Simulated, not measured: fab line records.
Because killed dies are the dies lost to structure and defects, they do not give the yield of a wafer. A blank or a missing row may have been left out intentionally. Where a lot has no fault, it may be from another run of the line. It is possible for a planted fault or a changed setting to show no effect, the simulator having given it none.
Struck lot and sound lot, side by side -- flow sky130 -- 32 steps out of a route of 708
Sound: wafers L490.2, L490.4, L490.6. The struck wafers were L498.1, L498.5, L498.6. Last of all comes the cause.
At each step with rows: each side's tool, then ch and its chambers, then its first start. Under that, the readings that differ: sound wafers -- struck wafers -- difference of the means -- sigmas: that difference in standard deviations of wafers without a fault.
alike: a reading whose means differ by less than 2 such deviations, as well as words and numbers matching on both sides. not compared: withheld readings; readings where some wafer has no value; bounds like >300 that might hide an equal value; numbers whose values overlap and for which the record gives no deviation.
Wherever a step has rows on one side only, a row that says differs or no value, or a row with sigmas, the two part there. Non-overlapping numbers with no deviation appear without sigmas and do not part them. A reading missing from all wafers of one side parts the sides only when that side holds two or more wafers.

SKY_PWDE_OVL_MEAS_07:
  struck on overlay-01, day 5 19:56; sound on overlay-02, day 4 00:23
  alike: PWDE_OVL
following that, these wafers have no rows for 1 step: SKY_PWDE_IMPLANT_08.
SKY_PWDE_STRIP_09: strips in O2/N2.
  sound on plasma asher-04 ch 0,1, day 4 00:34; struck on plasma asher-02 ch 0,1, day 5 20:07
  alike: drypump motor current A, oes product au, strip time to endpoint s
  not compared: rf hours counter h
SKY_PWDE_TW_MEAS_10:
  struck on film metro-04, day 5 20:13; sound on film metro-01, day 4 00:41
  alike: PWDE_TW
then, 7 steps without rows for these wafers: SKY_NWELL_DEHYDRATE_03 (time 60 s); SKY_NWELL_HMDS_04 (prime time 60 s); SKY_NWELL_COAT_05 (resist thk 3000 nm); SKY_NWELL_SOFTBAKE_06; SKY_NWELL_EXPOSE_07 (exposes mask NWM, target cd 840 nm); SKY_NWELL_PEB_08; SKY_NWELL_DEVELOP_09 (develop time 60 s).
SKY_NWELL_OVL_MEAS_10:
  struck on overlay-02, day 6 13:47; sound on overlay-01, day 4 17:23
  alike: NWELL_00_OVL
SKY_NWELL_IMPLANT_11:
  sound on implanter-02 ch 0, day 4 17:27; struck on implanter-02 ch 0, day 6 13:49
reading,sound,struck,difference,sigmas
dose ions cm2,1.8984e+13 1.9005e+13 1.8988e+13,2.8029e+13 2.8041e+13 2.8066e+13,+9.0530e+12,+99 or more
faraday current uA,103.6 108.1 109.7,156.4 158.3 157.4,+50.2,+26
then, 2 steps without rows for these wafers: SKY_NWELL_IMPLANT_12; SKY_NWELL_IMPLANT_13.
SKY_NWELL_STRIP_14: strips in O2/N2.
  sound on plasma asher-01 ch 0,1, day 4 17:52; struck on plasma asher-02 ch 0,1, day 6 14:16
  alike: drypump motor current A, oes product au, strip time to endpoint s
  not compared: rf hours counter h
SKY_NWELL_TW_MEAS_15:
  struck on film metro-01, day 6 14:22; sound on film metro-01, day 4 17:59
reading,sound,struck,difference,sigmas
NWELL_TW,1834 1837 1832,2066 2081 2079,+241,+13
then, 7 steps without rows for these wafers: SKY_NWELL_DEHYDRATE_16 (time 60 s); SKY_NWELL_HMDS_17 (prime time 60 s); SKY_NWELL_COAT_18 (resist thk 3000 nm); SKY_NWELL_SOFTBAKE_19; SKY_NWELL_EXPOSE_20 (exposes mask NWM COMPLEMENT, target cd 840 nm); SKY_NWELL_PEB_21; SKY_NWELL_DEVELOP_22 (develop time 60 s).
SKY_NWELL_OVL_MEAS_23:
  struck on overlay-02, day 7 10:08; sound on overlay-02, day 5 10:35
  alike: NWELL_01_OVL
following that, these wafers have no rows for 1 step: SKY_NWELL_IMPLANT_24.
SKY_NWELL_STRIP_25: strips in O2/N2.
  sound on plasma asher-02 ch 0, day 5 10:46; struck on plasma asher-04 ch 0,1, day 7 10:19
  alike: drypump motor current A, oes product au, strip time to endpoint s
  not compared: rf hours counter h
SKY_NWELL_TW_MEAS_26:
  struck on film metro-01, day 7 10:25; sound on film metro-03, day 5 10:53
  alike: NWELL_2_TW
then, 1 step without rows for these wafers: SKY_NWELL_CLEAN_27 (cleans in SC1/SC2, time 150 s).
SKY_NWELL_RTA_28: time 30 s.
  sound on rtp anneal-01 ch 0, day 5 11:01; struck on rtp anneal-01 ch 0, day 7 10:32
  alike: lamp power pct, wafer_temp_C_max
SKY_NWELL_RS_MEAS_29: measurement is done with a four-point probe.
  struck on film metro-04, day 7 10:38; sound on film metro-04, day 5 11:07
reading,sound,struck,difference,sigmas
NWELL_RS (ohm/sq),627.3 626.8 625.6,508.2 507.1 505.9,-119.5,-80
-- the record jumps here: 40 days lie between the struck wafers' starts before and after (it left off in module NWELL and takes up again in module PAD_OPEN, whose first step shown is number 708 of the route) --
SKY_PAD_OPEN_PROBE_99:
  struck on prober-01, day 47 21:02; sound on prober-02, day 46 23:18
reading,sound,struck,difference,sigmas
model.etest.nfet_16v.r on ohm um,1.403e+04 1.418e+04 1.388e+04,1.276e+04 1.264e+04 1.273e+04,-1.320e+03,
model.etest.pfet_16v.r on ohm um,1.46e+04 1.478e+04 1.492e+04,1.634e+04 1.611e+04 1.631e+04,+1.487e+03,
model.etest.res nwell.line ohm um,1100 1095 1142,909.6 909.1 916.2,-200.7,
model.etest.res nwell.rs ohm sq,907.6 916.5 929.5,794.5 776.4 782.8,-133.3,
model.etest.pfet g5v0d10v5.r on ohm um,4666 4705 4644,5003 4947 4979,+305,
model.etest.tip_p_5v.rs ohm sq,2801 2806 2815,3009 2975 3003,+188,
model.etest.res nwell.width nm (nm),823.2 824.8 827.5,860.6 855.9 857.3,+32.8,
model.etest.res iso pwell.width nm (nm),2662 2662 2658,2620 2631 2632,-33,
  alike: killed_at_M0_to_M3, killed_at_M4_up, killed at contacts, killed at front end, killed at other, killed dies, killed on rim, killed open, killed short

## WHERE THEY PART
At SKY_NWELL_IMPLANT_11 first; at SKY_NWELL_RS_MEAS_29 last (within this record only). Later steps at which nothing parts them and some readings are alike: SKY_PAD_OPEN_PROBE_99.

WHY: what had been put in by the simulator
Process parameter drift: implanter-02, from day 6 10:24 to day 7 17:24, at SKY_NWELL_IMPLANT_11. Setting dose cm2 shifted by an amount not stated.
